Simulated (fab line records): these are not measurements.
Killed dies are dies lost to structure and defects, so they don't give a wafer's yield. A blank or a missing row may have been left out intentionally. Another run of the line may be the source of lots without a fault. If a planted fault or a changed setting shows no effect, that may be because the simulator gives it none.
What tool caused it?    flow gf180mcu    15 lots, 45 wafers sampled, at 6 steps of a route of 602

## WHAT THE GAUGES READ, wafer by wafer
GF_STI_THK_MEAS_30. Usual: STI_OXIDATION_02_THK typically reads 10.07 nm, with standard deviation 0.23.
lot   measured     on            STI_OXIDATION_02_THK (nm)  flag
L714  day 2 08:01  filmMetro-04  9.94 9.92 9.87             
L715  day 2 11:54  filmMetro-04  9.87 10.09 10.09           
L716  day 2 18:47  filmMetro-03  10.35 10.34 10.31          
L717  day 2 21:29  filmMetro-03  10.25 10.25 10.21          
L719  day 3 08:24  filmMetro-03  10.20 9.89 10.12           
L720  day 3 16:11  filmMetro-04  10.22 10.29 10.02          
L721  day 4 01:28  filmMetro-01  10.46 10.32 10.31          
L723  day 4 08:11  filmMetro-03  9.95 10.04 10.04           
L727  day 5 12:29  filmMetro-03  9.88 9.97 9.87             
L728  day 5 12:29  filmMetro-01  9.97 9.83 9.99             
L729  day 5 21:46  filmMetro-01  10.12 10.23 10.09          
L730  day 5 21:46  filmMetro-03  9.85 9.89 9.92             
L735  day 6 19:05  filmMetro-04  10.05 10.00 9.81           
L736  day 7 00:13  filmMetro-04  10.70 10.60 10.41          
L737  day 7 05:47  filmMetro-04  10.27 10.24 10.29          

GF_NWELL_TW_MEAS_11. Usual: NWELL_TW typically reads 1560, with standard deviation 13.
lot   measured     on            NWELL_TW        flag
L714  day 3 08:49  filmMetro-03  1574 1581 1579  
L715  day 3 13:02  filmMetro-01  1556 1554 1552  
L716  day 3 20:39  filmMetro-02  1538 1541 1535  
L717  day 3 23:10  filmMetro-02  1549 1540 1542  
L719  day 4 11:17  filmMetro-01  1567 1567 1553  
L720  day 4 17:40  filmMetro-01  1560 1569 1563  
L721  day 5 04:36  filmMetro-02  1545 1548 1546  
L723  day 5 11:17  filmMetro-02  1550 1549 1556  
L727  day 6 18:11  filmMetro-02  30 30 29        OFF
L728  day 6 17:50  filmMetro-02  30 29 30        OFF
L729  day 7 03:50  filmMetro-02  1545 1551 1554  
L730  day 7 03:42  filmMetro-01  30 30 30        OFF
L735  day 8 03:14  filmMetro-02  1553 1550 1562  
L736  day 8 08:51  filmMetro-02  1548 1557 1546  
L737  day 8 13:38  filmMetro-01  1556 1556 1561  

GF_MVPSD_TW_MEAS_11. Usual: MVPSD_TW typically reads 550, with standard deviation 4.9.
lot   measured      on            MVPSD_TW     flag
L714  day 5 01:34   filmMetro-01  548 543 544  
L715  day 5 03:38   filmMetro-01  547 544 540  
L716  day 5 11:59   filmMetro-01  549 544 544  
L717  day 5 16:09   filmMetro-01  548 545 547  
L719  day 6 04:47   filmMetro-02  547 549 546  
L720  day 6 12:52   filmMetro-03  558 556 555  
L721  day 6 23:42   filmMetro-02  544 547 548  
L723  day 7 07:59   filmMetro-03  555 557 555  
L727  day 8 17:50   filmMetro-02  548 545 547  
L728  day 8 17:29   filmMetro-02  543 543 544  
L729  day 9 04:59   filmMetro-01  551 550 550  
L730  day 9 03:32   filmMetro-03  553 555 556  
L735  day 10 06:23  filmMetro-02  545 544 544  
L736  day 10 13:21  filmMetro-01  546 548 547  
L737  day 10 19:47  filmMetro-03  554 554 555  

## EACH LOT AND THE TOOL THAT RAN IT (in order: tool; ch and the chambers of the sampled wafers; start)
lot   GF_STI_SOFTBAKE_08               GF_DNWELL_STRIP_08                  GF_NWELL_STRIP_10
L714  lithoTrack-01 ch 0, day 1 20:05  plasmaAsher-01 ch 0,1, day 2 19:47  plasmaAsher-02 ch 0,1, day 3 08:44
L715  lithoTrack-03 ch 0, day 2 01:01  plasmaAsher-04 ch 0,1, day 3 00:04  plasmaAsher-02 ch 0,1, day 3 12:56
L716  lithoTrack-01 ch 0, day 2 08:01  plasmaAsher-02 ch 0,1, day 3 07:34  plasmaAsher-02 ch 0,1, day 3 20:33
L717  lithoTrack-02 ch 0, day 2 10:35  plasmaAsher-01 ch 0,1, day 3 10:16  plasmaAsher-02 ch 0,1, day 3 23:03
L719  lithoTrack-01 ch 0, day 2 22:04  plasmaAsher-01 ch 0,1, day 3 21:46  plasmaAsher-02 ch 0,1, day 4 11:11
L720  lithoTrack-01 ch 0, day 3 02:28  plasmaAsher-01 ch 0,1, day 4 04:53  plasmaAsher-02 ch 0,1, day 4 17:35
L721  lithoTrack-03 ch 0, day 3 06:23  plasmaAsher-01 ch 0,1, day 4 14:37  plasmaAsher-03 ch 0,1, day 5 04:29
L723  lithoTrack-01 ch 0, day 3 17:13  plasmaAsher-04 ch 0,1, day 4 21:22  plasmaAsher-03 ch 0,1, day 5 11:11
L727  lithoTrack-02 ch 0, day 4 18:13  plasmaAsher-04 ch 0,1, day 6 03:10  plasmaAsher-02 ch 0,1, day 6 18:05
L728  lithoTrack-03 ch 0, day 4 18:34  plasmaAsher-02 ch 0,1, day 6 02:49  plasmaAsher-01 ch 0,1, day 6 17:44
L729  lithoTrack-03 ch 0, day 5 00:37  plasmaAsher-04 ch 0,1, day 6 11:40  plasmaAsher-01 ch 0,1, day 7 03:44
L730  lithoTrack-03 ch 0, day 5 04:55  plasmaAsher-01 ch 0,1, day 6 11:19  plasmaAsher-03 ch 0,1, day 7 03:36
L735  lithoTrack-03 ch 0, day 6 05:40  plasmaAsher-01 ch 0,1, day 7 10:45  plasmaAsher-03 ch 0,1, day 8 03:08
L736  lithoTrack-02 ch 0, day 6 11:29  plasmaAsher-01 ch 1, day 7 15:39    plasmaAsher-03 ch 1, day 8 08:44
L737  lithoTrack-01 ch 0, day 6 16:57  plasmaAsher-01 ch 0,1, day 7 20:34  plasmaAsher-01 ch 0,1, day 8 13:32
- GF_STI_SOFTBAKE_08: time 61.72 s.
- GF_DNWELL_STRIP_08: strips in O2/N2.
- GF_NWELL_STRIP_10: strips in O2/N2.

## AS READ BY THE TOOLS THEMSELVES (means over the sampled wafers that have a number; for cases with no such wafer, the mark the record gives instead)
GF_STI_SOFTBAKE_08. Usual: exhaustPa 45.0 Pa, standard deviation 0.78; plateSensorTCentreC 131.02 C, standard deviation 0.0095; plateSensorTEdgeC 131.21 C, standard deviation 0.01.
lot   tool           exhaustPa (Pa)  plateSensorTCentreC (C)  plateSensorTEdgeC (C)  flag
L714  lithoTrack-01  45.7            131.01                   131.21                 
L715  lithoTrack-03  44.1            131.01                   131.21                 
L716  lithoTrack-01  44.4            131.02                   131.21                 
L717  lithoTrack-02  44.5            131.02                   131.20                 
L719  lithoTrack-01  44.9            131.01                   131.22                 
L720  lithoTrack-01  44.6            131.01                   131.20                 
L721  lithoTrack-03  45.2            131.03                   131.21                 
L723  lithoTrack-01  44.8            131.02                   131.22                 
L727  lithoTrack-02  44.3            131.02                   131.20                 
L728  lithoTrack-03  45.6            131.02                   131.21                 
L729  lithoTrack-03  45.4            131.01                   131.20                 
L730  lithoTrack-03  44.8            131.02                   131.21                 
L735  lithoTrack-03  45.2            131.02                   131.22                 
L736  lithoTrack-02  45.5            131.02                   131.20                 
L737  lithoTrack-01  45.6            131.02                   131.21                 

GF_DNWELL_STRIP_08. Usual: chamberPressureMTorr 1499.9 mTorr, standard deviation 1.4; drypumpMotorCurrentA 5.7 A, standard deviation 0.39; heaterPowerW 335 W, standard deviation 23; oesProductAu 0.722 a.u., standard deviation 0.0047; platenTempC 250.02 C, standard deviation 0.19; stripTimeToEndpointS 36.97 s, standard deviation 0.11.
lot   tool            chamberPressureMTorr (mTorr)  drypumpMotorCurrentA (A)  heaterPowerW (W)  oesProductAu (a.u.)  platenTempC (C)  stripTimeToEndpointS (s)  flag
L714  plasmaAsher-01  1501.1                        5.8                       344               0.721                250.05           37.04                     
L715  plasmaAsher-04  1499.4                        5.7                       309               0.722                250.14           37.09                     
L716  plasmaAsher-02  1500.5                        5.5                       349               0.719                249.89           36.89                     
L717  plasmaAsher-01  1497.5                        5.8                       352               0.725                250.01           37.11                     
L719  plasmaAsher-01  1499.3                        5.9                       348               0.722                250.05           36.91                     
L720  plasmaAsher-01  1499.5                        5.8                       350               0.721                250.33           37.05                     
L721  plasmaAsher-01  1499.6                        5.9                       344               0.721                249.97           36.88                     
L723  plasmaAsher-04  1499.9                        5.3                       321               0.722                249.95           37.03                     
L727  plasmaAsher-04  -                             -                         -                 -                    -                -                         OFF
L728  plasmaAsher-02  -                             -                         -                 -                    -                -                         OFF
L729  plasmaAsher-04  1499.6                        5.3                       324               0.729                250.14           37.10                     
L730  plasmaAsher-01  -                             -                         -                 -                    -                -                         OFF
L735  plasmaAsher-01  1500.5                        5.8                       345               0.720                249.96           36.99                     
L736  plasmaAsher-01  1500.5                        6.1                       349               0.723                249.93           36.84                     
L737  plasmaAsher-01  1501.2                        5.9                       349               0.719                249.95           36.75                     

GF_NWELL_STRIP_10. Usual: chamberPressureMTorr 1500.1 mTorr, standard deviation 1.3; drypumpMotorCurrentA 5.4 A, standard deviation 0.49; heaterPowerW 332 W, standard deviation 21; oesProductAu 0.722 a.u., standard deviation 0.0046; platenTempC 249.98 C, standard deviation 0.18; stripTimeToEndpointS 36.99 s, standard deviation 0.11.
lot   tool            chamberPressureMTorr (mTorr)  drypumpMotorCurrentA (A)  heaterPowerW (W)  oesProductAu (a.u.)  platenTempC (C)  stripTimeToEndpointS (s)  flag
L714  plasmaAsher-02  1499.8                        5.5                       350               0.718                249.90           37.00                     
L715  plasmaAsher-02  1501.2                        5.8                       332               0.724                250.02           37.15                     
L716  plasmaAsher-02  1501.1                        5.7                       331               0.724                250.05           37.15                     
L717  plasmaAsher-02  1499.3                        5.8                       331               0.724                249.93           36.85                     
L719  plasmaAsher-02  1499.4                        5.5                       348               0.723                249.91           37.00                     
L720  plasmaAsher-02  1500.5                        5.8                       332               0.722                249.92           36.89                     
L721  plasmaAsher-03  1500.5                        4.8                       328               0.722                249.84           36.87                     
L723  plasmaAsher-03  1500.0                        5.0                       328               0.720                250.05           36.91                     
L727  plasmaAsher-02  1499.4                        5.7                       328               0.743                249.97           81.16                     OFF
L728  plasmaAsher-01  1499.8                        5.9                       349               0.737                250.00           81.43                     OFF
L729  plasmaAsher-01  1499.7                        5.9                       346               0.724                250.00           37.04                     
L730  plasmaAsher-03  1500.9                        4.8                       309               0.739                249.90           81.40                     OFF
L735  plasmaAsher-03  1500.6                        5.0                       310               0.722                250.04           36.90                     
L736  plasmaAsher-03  1500.6                        5.2                       309               0.722                249.95           36.89                     
L737  plasmaAsher-01  1501.1                        5.9                       348               0.724                250.08           36.93                     

## THE ANSWER, worked out from the rows above alone
Rule: take the mean of a lot's wafers that have a number; if it is more than 3 standard deviations from the usual mean, the lot is off. A lot without any number at a reading at which 4 lots or more have one is off too. Any other lot the step has rows for is counted as sound. The gauges are gone through in route order, then the tools' own readings, and for those a lot's mean is taken as printed above. At the first step where some lot is off, the reading lying furthest off is the one used; lots without a number count as furthest.
Off: at GF_NWELL_TW_MEAS_11 (NWELL_TW), L727, L728, L730.
If a tool, at a process step before that reading, ran all the lots that are off and no sound lot after the first of them, it fits. Not tried: the gauges at GF_NWELL_TW_MEAS_11; whatever is off there is also off at GF_DNWELL_STRIP_08, on other tools, and gauge error can't account for it. None of those tried fits.

## WHAT THE SIMULATOR PUT IN
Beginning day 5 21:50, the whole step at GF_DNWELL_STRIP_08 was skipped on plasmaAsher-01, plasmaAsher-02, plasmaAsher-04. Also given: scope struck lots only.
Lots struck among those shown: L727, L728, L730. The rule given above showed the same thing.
